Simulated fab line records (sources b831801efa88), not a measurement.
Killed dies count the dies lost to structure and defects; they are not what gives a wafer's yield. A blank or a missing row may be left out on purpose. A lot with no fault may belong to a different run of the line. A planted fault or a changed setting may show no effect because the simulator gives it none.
Which tool was responsible? :: flow gf180mcu :: 6 lots, 18 wafers sampled, at 2 steps of a route of 602

WHAT THE GAUGES READ, wafer by wafer
GF_V5_RS_MEAS_24: measurement is done with a four-point probe.
lot: L268
measured: day 27 20:39
on: film-metro-03
V5_W_RS (ohm/sq): 0.330 0.326 0.332

lot: L270
measured: day 28 13:41
on: film-metro-03
V5_W_RS (ohm/sq): 0.321 0.332 0.323

lot: L282
measured: day 32 03:26
on: film-metro-03
V5_W_RS (ohm/sq): 0.332 0.338 0.330

lot: L286
measured: day 32 18:07
on: film-metro-03
V5_W_RS (ohm/sq): 0.335 0.328 0.336

lot: L288
measured: day 33 03:37
on: film-metro-04
V5_W_RS (ohm/sq): 0.327 0.335 0.336

lot: L290
measured: day 33 10:20
on: film-metro-03
V5_W_RS (ohm/sq): 0.330 0.322 0.324

EACH LOT AND THE TOOL THAT RAN IT (in order: tool; ch and the chambers of the sampled wafers; start)
lot: L268
GF_V5_CVD_23: cvd-w-01 ch 0,1, day 27 20:32

lot: L270
GF_V5_CVD_23: cvd-w-02 ch 0,1, day 28 13:35

lot: L282
GF_V5_CVD_23: cvd-w-01 ch 0,1, day 32 03:19

lot: L286
GF_V5_CVD_23: cvd-w-01 ch 0,1, day 32 18:01

lot: L288
GF_V5_CVD_23: cvd-w-01 ch 0,1, day 33 03:29

lot: L290
GF_V5_CVD_23: cvd-w-01 ch 0,1, day 33 10:14
- GF_V5_CVD_23: deposits W, target thk 350 nm, time 104.9 s.

THE ANSWER, worked out from the rows above alone
Rule: what is usual is taken from the lots themselves. The widest of any qualifying gaps counts: lots, ordered by their means at a reading, are off when they make up no more than a third of the lots, leave a main group of 4 or more, and stand apart from it by 3 or more times the standard deviation of that group's means. A main group whose means are all the same, to the digits that the tables above print for the reading, isn't used. A lot without any number at a reading at which 4 lots or more have one is off too. Where the step has rows for the other lots, those lots are counted as sound.
None of the lots is off at any reading shown; this tells nothing.

WHAT WAS PUT IN BY THE SIMULATOR
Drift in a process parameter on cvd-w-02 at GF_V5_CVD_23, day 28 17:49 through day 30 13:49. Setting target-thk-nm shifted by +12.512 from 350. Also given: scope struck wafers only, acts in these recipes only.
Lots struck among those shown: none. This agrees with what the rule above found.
